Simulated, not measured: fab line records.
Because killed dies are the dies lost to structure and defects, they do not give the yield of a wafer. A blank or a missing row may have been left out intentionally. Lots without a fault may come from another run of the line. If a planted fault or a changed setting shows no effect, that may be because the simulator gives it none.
Which of the tools did it? | flow gf180mcu | 11 lots, 33 wafers sampled, at 5 steps of a route of 602

WHAT EACH GAUGE READ, for each wafer
GF_HV_LDD_TW_MEAS_38. Usual: for HV_LDD_3_TW the level is 1430 and the standard deviation is 13.
lot  | measured     | on            | HV_LDD_3_TW    | flag
L771 | day 11 16:00 | film_metro-01 | 1433 1430 1435 |
L772 | day 12 03:06 | film_metro-01 | 1431 1432 1430 |
L773 | day 12 09:01 | film_metro-03 | 1428 1425 1424 |
L774 | day 12 13:16 | film_metro-03 | 1429 1424 1430 |
L775 | day 13 00:10 | film_metro-02 | 1443 1437 1452 |
L776 | day 13 03:12 | film_metro-02 | 1434 1436 1436 |
L778 | day 14 01:26 | film_metro-02 | 1440 1436 1434 |
L779 | day 14 14:46 | film_metro-03 | 1578 1575 1575 | OFF
L780 | day 14 19:55 | film_metro-02 | 1602 1601 1597 | OFF
L781 | day 15 02:28 | film_metro-03 | 1565 1564 1576 | OFF
L782 | day 15 18:18 | film_metro-02 | 1601 1604 1601 | OFF

GF_HV_LDD_OVL_MEAS_47. Usual: for HV_LDD_03_OVL the level is 0.7 nm and the standard deviation is 1.8.
lot  | measured     | on         | HV_LDD_03_OVL (nm) | flag
L771 | day 12 10:32 | overlay-01 | -2.4 -1.1 -1.6     |
L772 | day 12 22:10 | overlay-02 | 2.1 0.5 -0.1       |
L773 | day 13 05:02 | overlay-02 | 5.1 1.0 4.4        |
L774 | day 13 08:47 | overlay-01 | 0.5 1.1 0.2        |
L775 | day 13 20:34 | overlay-01 | 0.2 -0.6 1.1       |
L776 | day 13 23:47 | overlay-02 | 2.3 2.1 2.0        |
L778 | day 14 22:22 | overlay-02 | 2.2 1.5 0.7        |
L779 | day 15 12:15 | overlay-01 | -0.2 -0.7 -2.6     |
L780 | day 15 18:13 | overlay-02 | 0.8 -0.8 0.2       |
L781 | day 16 00:47 | overlay-01 | 3.4 1.8 1.9        |
L782 | day 16 16:47 | overlay-02 | 1.9 3.9 1.9        |

GF_HV_LDD_TW_MEAS_50. Usual: for HV_LDD_4_TW the level is 568 and the standard deviation is 5.2.
lot  | measured     | on            | HV_LDD_4_TW | flag
L771 | day 12 10:49 | film_metro-01 | 565 567 567 |
L772 | day 12 22:27 | film_metro-01 | 566 567 564 |
L773 | day 13 05:19 | film_metro-02 | 574 574 571 |
L774 | day 13 09:04 | film_metro-03 | 562 565 561 |
L775 | day 13 20:52 | film_metro-03 | 560 559 561 |
L776 | day 14 00:04 | film_metro-01 | 565 566 566 |
L778 | day 14 22:39 | film_metro-01 | 567 569 568 |
L779 | day 15 12:32 | film_metro-03 | 558 559 558 |
L780 | day 15 18:31 | film_metro-02 | 574 571 573 |
L781 | day 16 01:07 | film_metro-03 | 564 560 560 |
L782 | day 16 17:04 | film_metro-01 | 567 568 568 |

GF_HV_LDD_RS_MEAS_53: the measuring method here is four-point-probe. Usual: for HV_LDD_RS the level is 417.8 ohm/sq and the standard deviation is 0.94.
lot  | measured     | on            | HV_LDD_RS (ohm/sq) | flag
L771 | day 12 11:01 | film_metro-01 | 418.8 418.3 419.4  |
L772 | day 12 22:38 | film_metro-02 | 416.2 417.6 417.9  |
L773 | day 13 05:31 | film_metro-03 | 418.2 417.6 417.6  |
L774 | day 13 09:14 | film_metro-02 | 416.4 418.3 418.0  |
L775 | day 13 21:03 | film_metro-03 | 418.7 418.4 418.8  |
L776 | day 14 00:16 | film_metro-03 | 418.1 417.8 417.2  |
L778 | day 14 22:50 | film_metro-03 | 419.1 416.9 417.8  |
L779 | day 15 12:43 | film_metro-02 | 422.8 421.6 422.9  | OFF
L780 | day 15 18:42 | film_metro-03 | 422.5 423.4 422.9  | OFF
L781 | day 16 01:19 | film_metro-02 | 422.4 420.9 421.2  | OFF
L782 | day 16 17:16 | film_metro-02 | 421.6 420.7 421.4  | OFF

TOOL THAT RAN EACH LOT (tool first, then ch and the chambers of the sampled wafers, then the start)
lot  | GF_HV_LDD_IMPLANT_36
L771 | implanter-04 ch 0, day 11 15:46
L772 | implanter-02 ch 0, day 12 02:52
L773 | implanter-04 ch 0, day 12 08:47
L774 | implanter-01 ch 0, day 12 13:01
L775 | implanter-02 ch 0, day 12 23:56
L776 | implanter-01 ch 0, day 13 02:58
L778 | implanter-01 ch 0, day 14 01:11
L779 | implanter-02 ch 0, day 14 14:31
L780 | implanter-02 ch 0, day 14 19:40
L781 | implanter-01 ch 0, day 15 02:15
L782 | implanter-01 ch 0, day 15 18:04
- GF_HV_LDD_IMPLANT_36

WHAT THE TOOLS THEMSELVES READ (means of the sampled wafers that have a number; where no wafer has one, the mark that the record gives instead)
GF_HV_LDD_IMPLANT_36. Usual: beam_on_s 10.00 s, standard deviation 0.23.
lot  | tool         | beam_on_s (s) | flag
L771 | implanter-04 | 9.85          |
L772 | implanter-02 | 10.11         |
L773 | implanter-04 | 10.12         |
L774 | implanter-01 | 9.99          |
L775 | implanter-02 | 9.90          |
L776 | implanter-01 | 9.81          |
L778 | implanter-01 | 10.09         |
L779 | implanter-02 | 10.16         |
L780 | implanter-02 | 9.89          |
L781 | implanter-01 | 9.88          |
L782 | implanter-01 | 10.11         |

THE ANSWER, worked out from the rows above alone
Rule: a lot is off if the mean of its wafers that have a number lies more than 3 standard deviations from the usual mean. A lot without any number at a reading at which 4 lots or more have one is off too. Any other lot the step has rows for is counted as sound. First the gauges in route order, then the tools' own readings, where a lot's mean is used as printed above. At the first step where some lot is off, the reading lying furthest off is the one used; lots without a number count as furthest.
Off: L779, L780, L781, L782, at GF_HV_LDD_TW_MEAS_38 (HV_LDD_3_TW).
A tool fits if, at a process step before that reading, it ran every lot that is off, and no sound lot after the first of them. Those tools and the gauges at GF_HV_LDD_TW_MEAS_38 are tried in the same way. No candidate that was tried fits.

WHAT HAD BEEN PUT IN BY THE SIMULATOR
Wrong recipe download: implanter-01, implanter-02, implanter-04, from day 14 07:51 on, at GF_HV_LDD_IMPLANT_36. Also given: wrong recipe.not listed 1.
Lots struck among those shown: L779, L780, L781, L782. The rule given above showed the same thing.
